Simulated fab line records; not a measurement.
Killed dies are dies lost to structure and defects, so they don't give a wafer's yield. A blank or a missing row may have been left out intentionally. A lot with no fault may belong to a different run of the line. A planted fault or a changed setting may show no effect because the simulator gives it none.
Struck lot and sound lot, side by side ; flow sky130 ; 38 steps out of a route of 708
Sound: wafers L114.2, L114.3, L114.4. Wafers struck: L117.2, L117.4, L117.6. The cause comes at the end.
Order at every step that has rows: each side's tool, ch and its chambers, its first start. Under that, the readings that differ: sound wafers ; struck wafers ; difference of the means ; sigmas: that difference in standard deviations of wafers without a fault.
alike: readings with means less than 2 such deviations apart, plus words and numbers identical on both sides. not compared: withheld readings, readings lacking a value on some wafer, bounds such as >300 that could conceal the same value, and numbers that have no deviation in the record and whose values overlap.
Wherever a step has rows on one side only, a row that says differs or no value, or a row with sigmas, the two part there. Numbers that don't overlap but have no deviation are shown without sigmas and don't part them. Lack of a reading on every wafer of one side parts them only where that side has two or more wafers.

first, 10 steps without rows for these wafers: SKY_POLY_CUT_ETCH_10 (etches BARC in N2/H2, stops on SiO2, time 45.9 s, target depth 60 nm); SKY_POLY_CUT_ETCH_11 (etches Si3N4 in CF4/CH2F2/Ar, stops on poly-Si, time 42.5 s, target depth 60 nm); SKY_POLY_CUT_STRIP_12 (strips in O2/N2); SKY_SD_P_DEHYDRATE_00 (time 60 s); SKY_SD_P_HMDS_01 (prime time 60 s); SKY_SD_P_COAT_02 (resist thk 1140 nm); SKY_SD_P_SOFTBAKE_03 (time 60 s); SKY_SD_P_EXPOSE_04 (exposes mask PSDM, target cd 380 nm); SKY_SD_P_PEB_05; SKY_SD_P_DEVELOP_06 (develop time 60 s).
SKY_SD_P_IMPLANT_09:
  sound on implanter-03 ch 0, day 26 17:21; struck on implanter-03 ch 0, day 27 21:46
reading;sound;struck;difference;sigmas
beam_on_s (s);14.4 14.5 14.6;11.8 11.5 11.7;-2.8;-5
faraday_current_uA;11396 11332 11317;13803 14335 14006;+2700;+6
  alike: tilt_deg
SKY_SD_P_STRIP_10: strips in O2/N2.
  sound on plasma_asher-01 ch 0,1, day 26 17:28; struck on plasma_asher-01 ch 0,1, day 27 21:53
reading;sound;struck;difference;sigmas
strip_time_to_endpoint_s (s);17.46 17.41 17.45;17.04 17.01 16.98;-0.43;-13
  alike: drypump_motor_current_A, o2_flow_sccm, oes_product_au
  not compared: rf_hours_counter_h
SKY_SD_P_TW_MEAS_11:
  sound on film_metro-01, day 26 17:37; struck on film_metro-01, day 27 22:00
reading;sound;struck;difference;sigmas
SD_P_TW;2840 2841 2828;2700 2722 2712;-125;-11
then, 21 steps without rows for these wafers: SKY_RES_XHIGH_DEHYDRATE_00 (time 60 s); SKY_RES_XHIGH_HMDS_01 (prime time 60 s); SKY_RES_XHIGH_COAT_02 (resist thk 1140 nm); SKY_RES_XHIGH_SOFTBAKE_03 (time 60 s); SKY_RES_XHIGH_EXPOSE_04 (exposes mask URPM, target cd 1270 nm); SKY_RES_XHIGH_PEB_05; SKY_RES_XHIGH_DEVELOP_06 (develop time 60 s); SKY_RES_XHIGH_IMPLANT_07; SKY_RES_XHIGH_STRIP_08 (strips in O2/N2); SKY_SD_N_DEHYDRATE_00 (time 60 s); SKY_SD_N_HMDS_01 (prime time 60 s); SKY_SD_N_COAT_02 (resist thk 1140 nm); SKY_SD_N_SOFTBAKE_03 (time 60 s); SKY_SD_N_EXPOSE_04 (exposes mask NSDM, target cd 380 nm); SKY_SD_N_PEB_05; SKY_SD_N_DEVELOP_06 (develop time 60 s); SKY_SD_N_IMPLANT_09; SKY_SD_N_IMPLANT_10; SKY_SD_N_STRIP_11 (strips in O2/N2); SKY_SD_N_CLEAN_13 (cleans in SC1/SC2, time 150 s); SKY_SD_N_RTA_14 (time 2 s).
-- the record jumps here: 2 days lie between the struck wafers' starts before and after --
SKY_SD_N_RS_MEAS_17: measures by four-point-probe.
  sound on film_metro-02, day 29 04:07; struck on film_metro-01, day 30 07:01
reading;sound;struck;difference;sigmas
SD_P_RS (ohm/sq);147.3 148.0 147.5;150.9 150.4 150.6;+3.0;+8
-- the record jumps here: 14 days lie between the struck wafers' starts before and after (it left off in module SD_N and takes up again in module METAL4, whose first step shown is number 631 of the route) --
SKY_METAL4_DESCUM_15: chemistry O2, time 8 s.
  sound on rie_metal-01 ch 0,1, day 42 21:33; struck on rie_metal-03 ch 1, day 43 20:00
  alike: drypump_motor_current_A, oes_product_au, temp_c
  not compared: rf_hours_counter_h, model.METAL4.cd_nm
SKY_METAL4_METAL_ETCH_18: etches the open film in Cl2/BCl3, stops on SiO2, target depth 845 nm, time 183.1 s.
  sound on rie_metal-03 ch 0,1, day 42 21:41; struck on rie_metal-04 ch 0,1, day 43 20:09
  alike: drypump_motor_current_A, oes_product_au, throttle_valve_pct
  not compared: rf_hours_counter_h, model.METAL4.cd_nm
-- the record jumps here: 4 days lie between the struck wafers' starts before and after (it left off in module METAL4 and takes up again in module PAD_OPEN, whose first step shown is number 708 of the route) --
SKY_PAD_OPEN_PROBE_99:
  sound on prober-01, day 46 19:21; struck on prober-01, day 47 15:19
reading;sound;struck;difference;sigmas
model.etest.res_high_po.line_ohm_um;752.9 789 743.8;890 869.2 869.7;+114;
model.etest.licon_high_po.rc_ohm;338.6 354.1 354.4;486.5 465.1 502.7;+135.7;
model.etest.res_pdiff.line_ohm_um;1374 1365 1351;1460 1469 1479;+106;
model.etest.res_high_po.rs_ohm_sq;260.8 274.3 266.7;307.3 301.7 305.5;+37.6;
model.etest.licon_pdiff.rc_ohm;572.9 566 588.8;651.7 629.6 643.6;+65.7;
model.etest.res_pdiff_hv.rs_ohm_sq;189.5 190.9 191.6;202.7 202.4 201.4;+11.5;
model.etest.res_pdiff.rs_ohm_sq;197.5 195.1 197;210.2 208.3 208.8;+12.6;
  alike: killed_at_M0_to_M3, killed_at_M4_up, killed_at_contacts, killed_at_front_end, killed_at_other, killed_dies, killed_open, killed_short
  not compared: model.etest.met4.width_nm

WHERE THEY PART
Earliest at SKY_SD_P_IMPLANT_09; latest, in this record, at SKY_SD_N_RS_MEAS_17. Later steps at which nothing parts them and some readings are alike: SKY_METAL4_DESCUM_15, SKY_METAL4_METAL_ETCH_18, SKY_PAD_OPEN_PROBE_99.

WHY: whatever the simulator had introduced
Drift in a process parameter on implanter-03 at SKY_SD_P_IMPLANT_09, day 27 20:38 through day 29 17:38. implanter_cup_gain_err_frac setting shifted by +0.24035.
